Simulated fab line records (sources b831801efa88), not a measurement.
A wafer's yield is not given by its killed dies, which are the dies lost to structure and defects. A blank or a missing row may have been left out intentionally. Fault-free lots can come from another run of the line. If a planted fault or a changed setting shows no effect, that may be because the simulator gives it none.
One fault seen from 2 desks | flow sfq-line | only its own numbers are on each desk; what lay behind them is given at the end

== THE METROLOGY DESK ==
Means of the sampled wafers that have a number, per lot and without regard to the tool the lot ran on: this is what the gauges read. The brackets show how far a lot's mean lies from the usual mean; more than 4 standard deviations puts the lot out of limits, marked OUT.
Columns: A = M0_NB_RS at SFQ_M0_RS_MEAS_904, usual 0.893 ohm/sq; B = M0_OVL at SFQ_M0_OVL_MEAS_906, usual -2 nm
lot  | first seen here | A     | B
L802 | day 8 22:13     | 0.891 | 4
L806 | day 9 19:25     | 0.900 | 4
L814 | day 12 12:16    | 0.882 | -10
L815 | day 12 21:23    | 0.907 | -10
L818 | day 14 00:25    | 0.896 | -9
L819 | day 14 01:44    | 0.876 | -2
This desk's finding: nothing out of limits on any of the 6 lots.

== FOR THE TOOL OWNER'S DESK: rie-metal-02 ==
The tool's own readings at SFQ_TRILAYER_M0_BARC_OPEN_METAL_ETCH_031 (etches BARC in O2, target depth 125 nm, time 41.7 s): means of the sampled wafers that have a number, for each lot that ran on this tool. The brackets show how far a lot's mean lies from the usual mean; more than 4 standard deviations puts the lot out of limits, marked OUT.
Columns: A = drypump-motor-current-A at SFQ_TRILAYER_M0_BARC_OPEN_METAL_ETCH_031, usual 5.9 A; B = oes-product-au at SFQ_TRILAYER_M0_BARC_OPEN_METAL_ETCH_031, usual 0.685 a.u.
lot  | first seen here | A   | B
L806 | day 14 21:20    | 6.2 | 0.685
L814 | day 17 23:05    | 6.2 | 0.686
L815 | day 18 09:50    | 6.5 | 0.684
This desk's finding: nothing out of limits on any of the 3 lots.

== TAKEN TOGETHER ==
Nothing out of limits was seen by the metrology desk.
The tool owner's desk saw nothing out of limits.

== WHAT WAS PUT IN BY THE SIMULATOR ==
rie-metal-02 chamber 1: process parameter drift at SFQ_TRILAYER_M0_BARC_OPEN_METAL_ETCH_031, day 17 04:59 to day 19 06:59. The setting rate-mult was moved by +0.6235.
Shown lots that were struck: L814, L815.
